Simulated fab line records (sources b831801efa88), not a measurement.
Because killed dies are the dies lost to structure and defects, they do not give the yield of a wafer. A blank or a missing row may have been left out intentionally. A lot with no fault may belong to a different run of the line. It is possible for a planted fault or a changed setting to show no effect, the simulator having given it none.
fab line records	flow sky130
record lots=24	wafers=72	last_day=50
route steps=708 shown VIA1@459 METAL2@501 METAL4@602 CAP2M@607 VIA4@651 PAD_OPEN@702
lots untouched by any fault: they come from a run of this same line in which no faults occurred
start_h: hours from the record's first day to the start of the lot's first wafer shown	wait_h: time in hours since the lot's previous step	" repeats the value in the row above	L1.1+2: one row covering several wafers at once	- no value, or no start given	* or withheld: withheld	< > ~ a bound
route shown NAME@n: a module of which the file shows steps, and the number in the route of the first	usual: mean and standard deviation over wafers with no fault	same: alike in all rows	chamber/n: place in a boat	sites: per-site readings	_std_site: standard deviation of those values	_edge_site: outer sites' mean less inner sites'	radius_mm: how far each site lies from the wafer's centre	mask NAME#n: copy n	behind: tool/chamber where the wafer was last shaped	hold: cause of the lot's hold/its duration in hours/its outcome	device: the n, p or np transistor that did not switch	end of line: the same wafers' tests at the end of the route	a step given without rows: its recipe and nothing more	killed: not the wafer's yield, but the dies lost to structure and defects at the first sort	map: the dies of a wafer, with x for killed, . for not killed, _ for no die there
set.NAME: the run value of the setting; set.NAME@STEP: its run value at that earlier step	model.NAME: the simulator's own value behind a step, which no gauge read
steps of the route over a sample of lots; a table a step, a row a wafer
services: from which hour (start_h, from the record's first day; less than 0 if before it) a tool's chamber was out of use, for how many hours, and why
## steps
# step SKY_VIA1_THK_MEAS_01
# recipe reads=SiO2_of_VIA1_HDPCVD_00
# usual VIA1_HDPCVD_THK=1030/9
lot.wafer	tool	chamber	start_h	wait_h	VIA1_HDPCVD_THK[nm]
L074.3	film_metro-01	-	760.16	0.1	1033
L074.4	"	-	"	"	1034
L074.5	"	-	"	"	1022
L075.3	film_metro-01	-	774.24	0.1	1029
L075.4	"	-	"	"	1039
L075.6	"	-	"	"	1035
L076.1	film_metro-01	-	792.59	0.1	1050
L076.2	"	-	"	"	1028
L076.3	"	-	"	"	1030
L077.2	film_metro-04	-	802.37	0.1	1028
L077.4	"	-	"	"	1037
L077.5	"	-	"	"	1036
L079.4	film_metro-01	-	806.22	0.0	1020
L079.5	"	-	"	"	1025
L079.6	"	-	"	"	1030
L078.2	film_metro-03	-	812.91	0.1	1034
L078.3	"	-	"	"	1031
L078.4	"	-	"	"	1023
L080.2	film_metro-01	-	817.94	0.1	1040
L080.5	"	-	"	"	1045
L080.6	"	-	"	"	1045
L081.2	film_metro-01	-	830.36	0.1	1013
L081.4	"	-	"	"	1044
L081.6	"	-	"	"	1030
L082.3	film_metro-03	-	832.27	0.1	1024
L082.5	"	-	"	"	1036
L082.6	"	-	"	"	1038
L083.3	film_metro-04	-	833.43	0.1	1017
L083.5	"	-	"	"	1039
L083.6	"	-	"	"	1024
L084.1	film_metro-03	-	843.54	0.1	1016
L084.4	"	-	"	"	1033
L084.6	"	-	"	"	1023
L085.2	film_metro-01	-	853.62	0.1	1037
L085.3	"	-	"	"	1019
L085.6	"	-	"	"	1017
L086.3	film_metro-01	-	860.35	0.1	1037
L086.5	"	-	"	"	1030
L086.6	"	-	"	"	1024
L087.2	film_metro-04	-	869.42	0.1	1024
L087.3	"	-	"	"	1026
L087.6	"	-	"	"	1019
L089.3	film_metro-01	-	879.51	0.1	1023
L089.5	"	-	"	"	1021
L089.6	"	-	"	"	1042
L088.1	film_metro-01	-	880.14	0.1	1014
L088.2	"	-	"	"	1031
L088.6	"	-	"	"	1031
L090.1	film_metro-01	-	890.65	0.1	1028
L090.3	"	-	"	"	1026
L090.5	"	-	"	"	1028
L091.1	film_metro-01	-	897.78	0.1	1030
L091.2	"	-	"	"	1024
L091.6	"	-	"	"	1020
L092.1	film_metro-03	-	900.59	0.1	1032
L092.4	"	-	"	"	1036
L092.6	"	-	"	"	1030
L093.2	film_metro-04	-	908.77	0.1	1033
L093.4	"	-	"	"	1040
L093.6	"	-	"	"	1044
L094.2	film_metro-03	-	917.10	0.1	1030
L094.5	"	-	"	"	1031
L094.6	"	-	"	"	1048
L095.2	film_metro-03	-	918.61	0.1	1025
L095.5	"	-	"	"	1023
L095.6	"	-	"	"	1026
L096.1	film_metro-03	-	926.05	0.1	1035
L096.2	"	-	"	"	1047
L096.6	"	-	"	"	1025
L097.1	film_metro-03	-	935.71	0.1	1020
L097.5	"	-	"	"	1045
L097.6	"	-	"	"	1020
# step SKY_METAL2_ETCH_18
# recipe chemistry=N2/H2	target=BARC	ion_energy_ev=200	bias_w=100	pressure_mtorr=30	n2_flow_sccm=100	h2_flow_sccm=200	icp_w=500	stop_on=SiO2	time_s=45.9	target_depth_a=600
# usual drypump_motor_current_A=5.5/0.4	oes_product_au=0.855/0.0051	rf_fwd_power_W=494.6/2.1	throttle_valve_pct=13.223/0.0092
lot.wafer	tool	chamber	start_h	wait_h	drypump_motor_current_A	oes_product_au	rf_fwd_power_W	rf_hours_counter_h	throttle_valve_pct
L074.3	rie_metal-02	0	815.01	0.1	5.7	0.852	495.3	-	13.216
L074.4	"	0	"	"	5.8	0.857	497.7	-	13.213
L074.5	"	0	"	"	5.8	0.863	494.7	-	13.231
L075.3	rie_metal-02	0	828.91	0.1	5.8	0.857	495.2	-	13.211
L075.4	"	0	"	"	5.8	0.857	495.3	-	13.229
L075.6	"	0	"	"	5.7	0.857	496.0	-	13.227
L076.1	rie_metal-02	0	846.97	0.1	5.8	0.853	497.0	11	13.219
L076.2	"	0	"	"	5.8	0.851	497.4	-	13.229
L076.3	"	0	"	"	5.8	0.855	496.6	-	13.211
L077.2	rie_metal-03	1	856.64	0.0	5.1	0.856	492.0	10	13.212
L077.4	"	0	"	"	5.4	0.855	494.9	-	13.222
L077.5	"	0	"	"	5.4	0.856	492.8	-	13.199
L079.4	rie_metal-04	1	860.01	0.0	5.8	0.848	496.7	-	13.222
L079.5	"	0	"	"	6.0	0.847	493.8	-	13.219
L079.6	"	1	"	"	5.8	0.864	496.2	-	13.221
L078.2	rie_metal-02	0	867.59	0.0	5.8	0.856	495.7	12	13.210
L078.3	"	0	"	"	5.8	0.858	494.5	-	13.237
L078.4	"	1	"	"	4.9	0.858	493.9	-	13.223
L080.2	rie_metal-04	1	871.94	0.0	5.8	0.854	495.7	5	13.221
L080.5	"	1	"	"	5.8	0.853	496.3	-	13.211
L080.6	"	0	"	"	6.0	0.855	493.9	-	13.227
L081.2	rie_metal-04	1	884.60	0.0	5.8	0.852	496.2	5	13.228
L081.4	"	0	"	"	6.0	0.849	494.8	-	13.216
L081.6	"	0	"	"	6.0	0.852	492.9	-	13.221
L082.3	rie_metal-03	0	885.26	0.0	5.4	0.865	492.9	-	13.217
L082.5	"	1	"	"	5.1	0.852	496.7	-	13.222
L082.6	"	0	"	"	5.4	0.853	493.1	-	13.220
L083.3	rie_metal-02	0	886.91	0.0	5.7	0.845	495.5	-	13.210
L083.5	"	1	"	"	4.9	0.851	493.7	-	13.220
L083.6	"	0	"	"	5.7	0.860	497.4	-	13.214
L084.1	rie_metal-03	0	897.44	0.0	5.4	0.846	494.1	16	13.229
L084.4	"	0	"	"	5.4	0.865	493.0	-	13.230
L084.6	"	1	"	"	5.1	0.854	493.9	-	13.206
L085.2	rie_metal-02	1	907.49	0.0	4.9	0.852	493.9	2	13.215
L085.3	"	1	"	"	4.9	0.854	492.7	-	13.223
L085.6	"	1	"	"	4.9	0.854	493.1	-	13.224
L086.3	rie_metal-03	0	913.41	0.0	5.4	0.853	493.3	-	13.221
L086.5	"	0	"	"	5.4	0.858	493.2	-	13.220
L086.6	"	1	"	"	5.1	0.854	496.8	-	13.222
L087.2	rie_metal-04	1	922.44	0.0	5.8	0.855	500.6	7	13.226
L087.3	"	1	"	"	5.8	0.854	496.3	-	13.219
L087.6	"	1	"	"	5.8	0.858	497.5	-	13.225
L089.3	rie_metal-03	0	930.62	0.0	5.4	0.850	491.3	-	13.233
L089.5	"	1	"	"	5.1	0.852	496.8	-	13.221
L089.6	"	0	"	"	5.5	0.866	491.5	-	13.213
L088.1	rie_metal-03	0	933.25	0.0	5.4	0.852	492.5	17	13.235
L088.2	"	1	"	"	5.1	0.857	493.3	14	13.221
L088.6	"	1	"	"	5.1	0.849	494.8	-	13.214
L090.1	rie_metal-02	1	943.02	0.1	4.9	0.856	491.8	4	13.217
L090.3	"	1	"	"	4.9	0.844	489.7	-	13.211
L090.5	"	1	"	"	4.9	0.855	492.1	-	13.227
L091.1	rie_metal-04	1	950.04	0.0	5.8	0.855	497.4	9	13.228
L091.2	"	0	"	"	6.0	0.855	493.5	6	13.239
L091.6	"	0	"	"	6.0	0.859	492.1	-	13.219
L092.1	rie_metal-02	1	952.57	0.1	4.9	0.847	491.4	5	13.232
L092.4	"	1	"	"	4.9	0.860	491.7	-	13.203
L092.6	"	1	"	"	4.9	0.855	491.7	-	13.220
L093.2	rie_metal-04	0	960.14	0.0	5.9	0.860	492.1	6	13.244
L093.4	"	0	"	"	6.0	0.859	493.8	-	13.204
L093.6	"	1	"	"	5.9	0.852	499.7	-	13.241
L094.2	rie_metal-02	1	970.24	0.0	4.9	0.850	494.7	6	13.219
L094.5	"	1	"	"	4.9	0.848	490.8	-	13.213
L094.6	"	0	"	"	5.8	0.861	493.9	-	13.237
L095.2	rie_metal-04	1	970.24	0.0	5.8	0.847	495.2	10	13.226
L095.5	"	0	"	"	6.0	0.846	492.2	-	13.214
L095.6	"	1	"	"	5.9	0.847	493.8	-	13.220
L096.1	rie_metal-02	1	976.95	0.0	4.9	0.854	494.9	7	13.222
L096.2	"	0	"	"	5.8	0.848	497.1	16	13.222
L096.6	"	0	"	"	5.8	0.857	497.5	-	13.221
L097.1	rie_metal-04	1	986.35	0.0	5.8	0.857	498.5	11	13.245
L097.5	"	1	"	"	5.8	0.851	498.6	-	13.235
L097.6	"	0	"	"	5.9	0.849	494.6	-	13.232
# step SKY_METAL4_SPUTTER_04
# recipe material=TiN	target_thk_nm=70	power_w=6500	time_s=58.3	chamber_pressure_pa=0.4
# usual throttle_valve_pct=30.5/1
lot.wafer	tool	chamber	start_h	wait_h	throttle_valve_pct
L074.3	pvd_sputter-01	-	922.82	0.0	31.6
L074.4	"	-	"	"	31.2
L074.5	"	-	"	"	31.4
L075.3	pvd_sputter-01	-	936.99	0.0	31.0
L075.4	"	-	"	"	31.6
L075.6	"	-	"	"	31.5
L076.1	pvd_sputter-01	-	955.13	0.0	30.8
L076.2	"	-	"	"	31.6
L076.3	"	-	"	"	31.0
L077.2	pvd_sputter-03	-	962.32	0.0	31.0
L077.4	"	-	"	"	29.2
L077.5	"	-	"	"	28.9
L079.4	pvd_sputter-01	-	967.38	0.0	31.5
L079.5	"	-	"	"	30.5
L079.6	"	-	"	"	31.4
L078.2	pvd_sputter-01	-	973.47	0.0	30.9
L078.3	"	-	"	"	31.4
L078.4	"	-	"	"	30.7
L080.2	pvd_sputter-03	-	978.06	0.0	29.6
L080.5	"	-	"	"	27.4
L080.6	"	-	"	"	31.1
L081.2	pvd_sputter-01	-	989.76	0.0	31.0
L081.4	"	-	"	"	31.8
L081.6	"	-	"	"	31.3
L082.3	pvd_sputter-01	-	990.67	0.0	31.1
L082.5	"	-	"	"	30.7
L082.6	"	-	"	"	31.3
L083.3	pvd_sputter-02	-	992.32	0.0	30.6
L083.5	"	-	"	"	29.8
L083.6	"	-	"	"	30.4
L084.1	pvd_sputter-03	-	1002.23	0.0	29.4
L084.4	"	-	"	"	27.6
L084.6	"	-	"	"	27.7
L085.2	pvd_sputter-01	-	1011.18	0.0	30.9
L085.3	"	-	"	"	31.1
L085.6	"	-	"	"	30.6
L086.3	pvd_sputter-01	-	1017.36	0.0	31.3
L086.5	"	-	"	"	31.6
L086.6	"	-	"	"	30.7
L087.2	pvd_sputter-03	-	1024.67	0.0	29.2
L087.3	"	-	"	"	29.4
L087.6	"	-	"	"	29.7
L089.3	pvd_sputter-02	-	1031.12	0.0	30.9
L089.5	"	-	"	"	30.9
L089.6	"	-	"	"	31.1
L088.1	pvd_sputter-03	-	1034.38	0.0	29.4
L088.2	"	-	"	"	30.9
L088.6	"	-	"	"	29.3
L090.1	pvd_sputter-02	-	1043.13	0.0	30.8
L090.3	"	-	"	"	30.2
L090.5	"	-	"	"	29.4
L091.1	pvd_sputter-02	-	1048.87	0.0	30.3
L091.2	"	-	"	"	30.6
L091.6	"	-	"	"	31.2
L092.1	pvd_sputter-01	-	1052.07	0.0	30.7
L092.4	"	-	"	"	31.0
L092.6	"	-	"	"	31.3
L093.2	pvd_sputter-01	-	1059.68	0.0	31.1
L093.4	"	-	"	"	30.8
L093.6	"	-	"	"	30.9
L094.2	pvd_sputter-02	-	1068.66	0.0	30.4
L094.5	"	-	"	"	30.5
L094.6	"	-	"	"	30.8
L095.2	pvd_sputter-03	-	1069.20	0.0	29.2
L095.5	"	-	"	"	29.5
L095.6	"	-	"	"	29.3
L096.1	pvd_sputter-02	-	1072.53	0.0	31.0
L096.2	"	-	"	"	30.4
L096.6	"	-	"	"	31.3
L097.1	pvd_sputter-01	-	1081.77	0.0	31.3
L097.5	"	-	"	"	31.0
L097.6	"	-	"	"	31.2
# step SKY_CAP2M_THK_MEAS_04
# recipe thk_meas_gauge=xrf	reads=TiN_of_CAP2M_SPUTTER_02
# usual CAP2M_TIN_THK=205.1/2.2
lot.wafer	tool	chamber	start_h	wait_h	CAP2M_TIN_THK[nm]
L074.3	film_metro-01	-	923.20	0.1	206.1
L074.4	"	-	"	"	208.5
L074.5	"	-	"	"	207.0
L075.3	film_metro-01	-	937.37	0.1	207.4
L075.4	"	-	"	"	205.7
L075.6	"	-	"	"	206.9
L076.1	film_metro-02	-	955.49	0.1	205.2
L076.2	"	-	"	"	207.9
L076.3	"	-	"	"	204.3
L077.2	film_metro-01	-	962.69	0.1	205.1
L077.4	"	-	"	"	205.5
L077.5	"	-	"	"	203.2
L079.4	film_metro-02	-	967.77	0.1	205.3
L079.5	"	-	"	"	205.6
L079.6	"	-	"	"	205.5
L078.2	film_metro-02	-	973.84	0.1	206.5
L078.3	"	-	"	"	205.3
L078.4	"	-	"	"	205.7
L080.2	film_metro-03	-	978.43	0.1	206.2
L080.5	"	-	"	"	205.2
L080.6	"	-	"	"	205.8
L081.2	film_metro-03	-	990.13	0.1	202.7
L081.4	"	-	"	"	205.4
L081.6	"	-	"	"	203.1
L082.3	film_metro-03	-	991.05	0.1	210.1
L082.5	"	-	"	"	209.3
L082.6	"	-	"	"	206.2
L083.3	film_metro-03	-	992.70	0.1	206.5
L083.5	"	-	"	"	203.8
L083.6	"	-	"	"	206.8
L084.1	film_metro-02	-	1002.59	0.1	205.6
L084.4	"	-	"	"	208.7
L084.6	"	-	"	"	207.9
L085.2	film_metro-03	-	1011.56	0.1	203.9
L085.3	"	-	"	"	202.9
L085.6	"	-	"	"	204.2
L086.3	film_metro-02	-	1017.74	0.1	207.5
L086.5	"	-	"	"	205.3
L086.6	"	-	"	"	207.6
L087.2	film_metro-01	-	1025.04	0.1	201.3
L087.3	"	-	"	"	202.7
L087.6	"	-	"	"	202.6
L089.3	film_metro-01	-	1031.52	0.1	201.2
L089.5	"	-	"	"	206.0
L089.6	"	-	"	"	205.3
L088.1	film_metro-01	-	1034.75	0.1	202.7
L088.2	"	-	"	"	204.0
L088.6	"	-	"	"	203.4
L090.1	film_metro-02	-	1043.49	0.1	206.8
L090.3	"	-	"	"	208.8
L090.5	"	-	"	"	209.5
L091.1	film_metro-01	-	1049.24	0.1	203.5
L091.2	"	-	"	"	202.8
L091.6	"	-	"	"	202.5
L092.1	film_metro-03	-	1052.43	0.1	202.3
L092.4	"	-	"	"	202.5
L092.6	"	-	"	"	205.4
L093.2	film_metro-01	-	1060.07	0.1	203.7
L093.4	"	-	"	"	203.4
L093.6	"	-	"	"	206.6
L094.2	film_metro-02	-	1069.04	0.1	204.5
L094.5	"	-	"	"	200.8
L094.6	"	-	"	"	204.5
L095.2	film_metro-03	-	1069.57	0.1	205.2
L095.5	"	-	"	"	204.5
L095.6	"	-	"	"	206.4
L096.1	film_metro-02	-	1072.89	0.1	207.4
L096.2	"	-	"	"	206.7
L096.6	"	-	"	"	206.5
L097.1	film_metro-03	-	1082.13	0.1	201.7
L097.5	"	-	"	"	204.2
L097.6	"	-	"	"	202.6
# step SKY_VIA4_ETCH_12
# recipe target=SiO2	chemistry=C4F8/O2/Ar	stop_on=TiN	mask_material=NOVOLAK	source_w=1500	bias_w=1200	pressure_mtorr=40	c4f8_flow_sccm=withheld	O2_flow_sccm=6	Ar_flow_sccm=300	time_s=withheld	target_depth_a=5800
# usual oes_product_au=0.925/0.0046	rf_fwd_power_W=1491/5.3
lot.wafer	tool	chamber	start_h	wait_h	oes_product_au	rf_fwd_power_W
L074.3	rie_diel-01	3	996.39	0.0	0.923	1492
L074.4	"	0	"	"	0.932	1491
L074.5	"	1	"	"	0.918	1494
L075.3	rie_diel-04	2	1010.80	0.0	0.922	1498
L075.4	"	0	"	"	0.927	1492
L075.6	"	3	"	"	0.914	1499
L076.1	rie_diel-03	2	1027.04	0.0	0.926	1494
L076.2	"	0	"	"	0.923	1486
L076.3	"	3	"	"	0.925	1497
L077.2	rie_diel-03	2	1035.34	0.0	0.928	1495
L077.4	"	0	"	"	0.921	1488
L077.5	"	2	"	"	0.918	1489
L079.4	rie_diel-01	2	1039.22	0.0	0.919	1489
L079.5	"	0	"	"	0.921	1494
L079.6	"	3	"	"	0.932	1485
L078.2	rie_diel-04	0	1045.07	0.0	0.924	1486
L078.3	"	2	"	"	0.920	1501
L078.4	"	1	"	"	0.923	1490
L080.2	rie_diel-03	2	1048.99	0.0	0.922	1498
L080.5	"	0	"	"	0.922	1489
L080.6	"	1	"	"	0.932	1493
L081.2	rie_diel-01	2	1060.45	0.0	0.925	1488
L081.4	"	1	"	"	0.932	1495
L081.6	"	0	"	"	0.924	1498
L082.3	rie_diel-03	2	1060.75	0.0	0.923	1494
L082.5	"	3	"	"	0.931	1482
L082.6	"	0	"	"	0.926	1489
L083.3	rie_diel-01	1	1062.74	0.0	0.926	1489
L083.5	"	2	"	"	0.931	1490
L083.6	"	0	"	"	0.929	1491
L084.1	rie_diel-03	3	1070.60	0.0	0.931	1487
L084.4	"	0	"	"	0.922	1489
L084.6	"	2	"	"	0.922	1491
L085.2	rie_diel-01	2	1079.07	0.0	0.928	1482
L085.3	"	3	"	"	0.921	1488
L085.6	"	3	"	"	0.931	1487
L086.3	rie_diel-01	3	1084.44	0.0	0.924	1488
L086.5	"	0	"	"	0.922	1498
L086.6	"	2	"	"	0.922	1486
L087.2	rie_diel-03	0	1091.24	0.0	0.925	1483
L087.3	"	3	"	"	0.926	1485
L087.6	"	0	"	"	0.925	1495
L089.3	rie_diel-04	3	1097.10	0.0	0.923	1488
L089.5	"	0	"	"	0.913	1490
L089.6	"	3	"	"	0.927	1487
L088.1	rie_diel-04	0	1102.19	0.0	0.922	1489
L088.2	"	2	"	"	0.930	1496
L088.6	"	0	"	"	0.927	1486
L090.1	rie_diel-03	3	1108.60	0.0	0.919	1490
L090.3	"	0	"	"	0.927	1484
L090.5	"	0	"	"	0.921	1487
L091.1	rie_diel-01	3	1114.54	0.0	0.931	1493
L091.2	"	1	"	"	0.925	1494
L091.6	"	2	"	"	0.925	1487
L092.1	rie_diel-03	2	1116.60	0.0	0.929	1493
L092.4	"	1	"	"	0.919	1496
L092.6	"	1	"	"	0.936	1496
L093.2	rie_diel-04	2	1124.02	0.0	0.927	1490
L093.4	"	0	"	"	0.934	1490
L093.6	"	3	"	"	0.925	1491
L094.2	rie_diel-01	0	1132.32	0.0	0.928	1501
L094.5	"	3	"	"	0.927	1490
L094.6	"	2	"	"	0.924	1502
L095.2	rie_diel-01	2	1132.95	0.0	0.924	1489
L095.5	"	1	"	"	0.922	1491
L095.6	"	0	"	"	0.928	1496
L096.1	rie_diel-03	3	1135.57	0.0	0.924	1484
L096.2	"	1	"	"	0.932	1494
L096.6	"	0	"	"	0.921	1499
L097.1	rie_diel-01	0	1143.39	0.0	0.923	1495
L097.5	"	2	"	"	0.927	1499
L097.6	"	1	"	"	0.921	1487
# step SKY_PAD_OPEN_STRIP_08
# recipe chemistry=O2/N2	power_w=1400	pressure_mtorr=1500	platen_temp_c=withheld	overash_fraction=0.7	o2_flow_sccm=3000	n2_flow_sccm=300
# usual drypump_motor_current_A=5.4/0.37	oes_product_au=0.663/0.0043	strip_time_to_endpoint_s=37.12/0.12
lot.wafer	tool	chamber	start_h	wait_h	drypump_motor_current_A	oes_product_au	rf_hours_counter_h	strip_time_to_endpoint_s
L074.3	plasma_asher-01	1	1066.97	0.1	4.9	0.658	-	37.14
L074.4	"	0	"	"	5.4	0.657	-	37.11
L074.5	"	1	"	"	4.9	0.663	-	37.20
L075.3	plasma_asher-01	0	1079.71	0.1	5.4	0.658	-	37.22
L075.4	"	1	"	"	4.9	0.668	-	37.36
L075.6	"	1	"	"	4.9	0.659	-	37.29
L076.1	plasma_asher-02	1	1094.76	0.1	5.3	0.662	66	37.14
L076.2	"	0	"	"	6.0	0.663	66	37.13
L076.3	"	1	"	"	5.3	0.661	-	37.17
L077.2	plasma_asher-02	1	1100.87	0.1	5.4	0.670	67	37.09
L077.4	"	0	"	"	6.0	0.662	-	36.98
L077.5	"	0	"	"	6.0	0.658	-	36.99
L079.4	plasma_asher-01	0	1105.86	0.1	5.4	0.657	-	37.13
L079.5	"	1	"	"	4.9	0.668	-	37.27
L079.6	"	0	"	"	5.4	0.664	-	37.16
L078.2	plasma_asher-02	1	1112.49	0.1	5.3	0.669	68	37.01
L078.3	"	0	"	"	6.0	0.665	-	37.08
L078.4	"	1	"	"	5.4	0.667	-	37.03
L080.2	plasma_asher-03	1	1112.57	0.1	5.7	0.661	98	37.20
L080.5	"	0	"	"	5.6	0.662	-	37.28
L080.6	"	1	"	"	5.7	0.663	-	37.25
L081.2	plasma_asher-03	1	1124.07	0.1	5.7	0.662	99	37.12
L081.4	"	1	"	"	5.7	0.666	-	37.06
L081.6	"	0	"	"	5.6	0.660	-	36.97
L082.3	plasma_asher-02	0	1125.11	0.1	6.0	0.657	-	36.96
L082.5	"	0	"	"	6.0	0.654	-	36.85
L082.6	"	1	"	"	5.4	0.655	-	37.01
L083.3	plasma_asher-03	0	1126.04	0.1	5.6	0.664	-	37.30
L083.5	"	1	"	"	5.7	0.666	-	37.29
L083.6	"	0	"	"	5.6	0.674	-	37.17
L084.1	plasma_asher-01	1	1134.56	0.1	4.9	0.662	7	37.15
L084.4	"	1	"	"	4.9	0.670	-	37.14
L084.6	"	0	"	"	5.4	0.658	-	37.10
L085.2	plasma_asher-03	1	1142.32	0.1	5.7	0.669	101	37.13
L085.3	"	0	"	"	5.6	0.668	-	37.17
L085.6	"	1	"	"	5.7	0.663	-	37.27
L086.3	plasma_asher-01	0	1146.26	0.1	5.4	0.650	-	37.05
L086.5	"	0	"	"	5.4	0.661	-	36.99
L086.6	"	1	"	"	4.9	0.663	-	37.12
L087.2	plasma_asher-02	0	1152.07	0.1	6.0	0.661	72	37.14
L087.3	"	1	"	"	5.3	0.666	-	37.21
L087.6	"	0	"	"	6.0	0.659	-	37.07
L089.3	plasma_asher-01	1	1157.31	0.1	4.9	0.662	-	36.92
L089.5	"	0	"	"	5.4	0.655	-	37.02
L089.6	"	1	"	"	4.9	0.663	-	36.95
L088.1	plasma_asher-01	1	1161.52	0.1	4.9	0.665	9	37.24
L088.2	"	0	"	"	5.4	0.664	9	37.22
L088.6	"	1	"	"	4.8	0.669	-	37.10
L090.1	plasma_asher-01	0	1166.77	0.1	5.4	0.663	9	37.17
L090.3	"	0	"	"	5.5	0.661	-	37.22
L090.5	"	0	"	"	5.4	0.656	-	37.06
L091.1	plasma_asher-02	1	1171.61	0.1	5.3	0.660	74	37.40
L091.2	"	0	"	"	6.0	0.660	74	37.49
L091.6	"	1	"	"	5.3	0.660	-	37.39
L092.1	plasma_asher-01	0	1174.06	0.1	5.4	0.672	10	37.00
L092.4	"	0	"	"	5.5	0.664	-	36.98
L092.6	"	0	"	"	5.5	0.664	-	37.00
L093.2	plasma_asher-02	0	1179.91	0.1	6.0	0.660	75	37.00
L093.4	"	0	"	"	6.0	0.663	-	36.98
L093.6	"	0	"	"	6.0	0.660	-	37.14
L094.2	plasma_asher-01	1	1186.72	0.1	4.9	0.670	11	37.03
L094.5	"	0	"	"	5.4	0.669	-	37.09
L094.6	"	1	"	"	4.9	0.662	-	37.08
L095.2	plasma_asher-01	0	1187.07	0.1	5.5	0.664	12	37.20
L095.5	"	1	"	"	4.9	0.671	-	37.18
L095.6	"	0	"	"	5.4	0.660	-	37.18
L096.1	plasma_asher-02	1	1189.77	0.1	5.3	0.661	76	36.97
L096.2	"	0	"	"	6.1	0.662	76	37.04
L096.6	"	1	"	"	5.3	0.668	-	36.87
L097.1	plasma_asher-03	0	1195.67	0.1	5.6	0.664	106	37.19
L097.5	"	1	"	"	5.7	0.663	-	37.15
L097.6	"	0	"	"	5.6	0.659	-	37.12
## services
tool	chamber	start_h	hours	kind
pvd_sputter-01	-	842.19	4.7	repair
plasma_asher-01	-	900.52	4.5	repair
rie_metal-02	0	932.27	21.6	repair
rie_diel-03	1	934.43	5.6	repair
rie_diel-01	2	934.68	7.0	repair
rie_diel-03	1	946.88	22.3	repair
rie_diel-01	2	955.45	3.0	repair
rie_diel-01	3	963.86	4.7	repair
plasma_asher-02	-	992.71	0.5	repair
rie_diel-03	1	997.97	8.1	repair
rie_metal-02	0	999.49	4.3	repair
rie_diel-01	0	1015.51	3.7	repair
rie_diel-03	1	1017.95	19.2	repair
plasma_asher-01	-	1021.03	1.9	repair
plasma_asher-01	-	1033.50	4.4	repair
pvd_sputter-01	-	1036.14	4.4	repair
plasma_asher-02	-	1048.99	0.6	repair
plasma_asher-01	-	1055.25	9.0	pm
rie_diel-03	1	1061.34	5.9	repair
rie_diel-03	3	1082.42	4.8	repair
pvd_sputter-01	-	1088.48	2.2	repair
rie_diel-03	-	1093.95	0.9	repair
rie_diel-01	3	1147.04	9.6	repair
plasma_asher-01	-	1158.34	2.8	repair
## key
fault none
